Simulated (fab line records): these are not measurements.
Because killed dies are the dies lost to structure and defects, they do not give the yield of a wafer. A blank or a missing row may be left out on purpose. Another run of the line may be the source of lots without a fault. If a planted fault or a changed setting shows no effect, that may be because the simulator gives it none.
Which of the tools did it? ; flow gf180mcu ; 21 wafers from 7 lots sampled at 3 of the route's 602 steps

## WHAT THE GAUGES READ, wafer by wafer
GF_HV_LDD_CD_MEAS_07: the cd target is 400 nm.
lot;measured;on;cd-nm (nm)
L328;day 10 18:38;cd-sem-01;401.2 401.0 400.0
L331;day 11 13:59;cd-sem-02;396.5 400.0 397.1
L335;day 12 10:20;cd-sem-02;402.2 403.9 402.5
L338;day 13 11:09;cd-sem-01;399.6 399.1 397.8
L346;day 15 20:08;cd-sem-02;402.0 403.5 407.6
L348;day 16 06:37;cd-sem-01;398.4 397.5 397.1
L350;day 16 15:41;cd-sem-01;400.6 403.0 401.9

## WHAT TOOL EACH LOT RAN ON (gives the tool, then ch and the chambers of the sampled wafers, and finally the start)
lot;GF_DUAL_GATE_DEVELOP_10;GF_POLY_GATE_ETCH_12
L328;litho-track-03 ch 0, day 8 18:30;rie-diel-02 ch 0,3, day 9 18:59
L331;litho-track-03 ch 0, day 9 10:33;rie-diel-04 ch 0,1,3, day 10 12:17
L335;litho-track-02 ch 0, day 10 11:38;rie-diel-01 ch 0,3, day 11 13:50
L338;litho-track-03 ch 0, day 11 10:02;rie-diel-02 ch 0,1,2, day 12 09:14
L346;litho-track-04 ch 0, day 13 19:19;rie-diel-02 ch 2,3, day 14 20:35
L348;litho-track-02 ch 0, day 14 06:14;rie-diel-01 ch 0,2,3, day 15 07:11
L350;litho-track-03 ch 0, day 14 15:23;rie-diel-04 ch 1,2, day 15 16:20
- GF_DUAL_GATE_DEVELOP_10: develop time 60 s.
- GF_POLY_GATE_ETCH_12: etches BARC in N2/H2.

## THE ANSWER, worked out from the rows above alone
Rule: the usual values come from the lots themselves. The widest of any qualifying gaps counts: lots, ordered by their means at a reading, are off when they make up no more than a third of the lots, leave a main group of 4 or more, and stand apart from it by 3 or more times the standard deviation of that group's means. Not used: any main group whose means are identical at the precision the tables above print for the reading. Also off: a lot with no number at a reading for which 4 or more lots have one. All remaining lots with rows at the step are treated as sound.
No lot is off on any of the readings shown, so nothing can be concluded from this.

## WHAT WAS PUT IN BY THE SIMULATOR
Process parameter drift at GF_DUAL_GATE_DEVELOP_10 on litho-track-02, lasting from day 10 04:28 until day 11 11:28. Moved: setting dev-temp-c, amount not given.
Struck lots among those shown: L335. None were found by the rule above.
